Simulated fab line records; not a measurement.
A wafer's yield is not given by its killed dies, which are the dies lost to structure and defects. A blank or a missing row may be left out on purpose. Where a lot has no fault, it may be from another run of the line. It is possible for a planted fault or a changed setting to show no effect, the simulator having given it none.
Chamber matching ; flow gf180mcu ; GF_V1_CMP_26 on cmp-01 has 4 sister chambers
The step polishes, stops on SiO2, t overpolish 15 s, target thk 0 nm. 18 wafers are shown with their chamber, then 9 later ones without.

== EACH WAFER AND ITS CHAMBER ==
wafer;chamber;motor_current_A (A)
L436.1;1;9.0
L436.2;3;12.1
L436.6;0;12.0
L437.1;0;12.0
L437.2;3;11.2
L437.4;1;8.8
L438.1;1;8.9
L438.5;2;12.4
L438.6;1;9.2
L443.3;3;12.1
L443.5;3;11.9
L443.6;2;12.9
L444.2;0;11.5
L444.4;2;12.8
L444.5;1;8.3
L445.3;0;12.2
L445.5;0;11.7
L445.6;1;9.0

SIGNATURES, as means of the wafers listed above
reading;chamber 0;chamber 1;chamber 2;chamber 3;scatter within a chamber
motor_current_A;11.880;8.867;12.700;11.825;0.324
Rule: for each reading, subtract the chamber's mean from the wafer's reading, divide by that reading's scatter and square the result; add these up over the readings and take the root, which gives the wafer's distance from the chamber. If the next closest chamber is less than 2 further off than the closest, the wafer can't be placed; otherwise it belongs to the closest. How the scatter is found: for the shown wafers, subtract from each reading the mean of its chamber, square and add these, divide the total by (wafers less chambers), then take the root.

== WAFERS MISSING THEIR CHAMBER ==
wafer;motor_current_A (A)
L446.2;12.1
L446.5;12.2
L446.6;12.4
L447.2;12.3
L447.4;12.6
L447.6;11.8
L457.4;11.7
L457.5;8.7
L457.6;11.8

== CHAMBER TAKEN BY EACH ==
wafer;from the rows above;in truth
L446.2;can't be placed: 0 or 3 or 2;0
L446.5;can't be placed: 0 or 3 or 2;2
L446.6;can't be placed: 2 or 0 or 3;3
L447.2;can't be placed: 2 or 0 or 3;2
L447.4;can't be placed: 2 or 0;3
L447.6;can't be placed: 3 or 0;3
L457.4;can't be placed: 3 or 0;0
L457.5;1;1
L457.6;can't be placed: 3 or 0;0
Correctly placed: 1 of 9. Cannot be placed on the basis of these rows: 8; the candidates contain the true chamber in 7. Wrongly placed: 0.
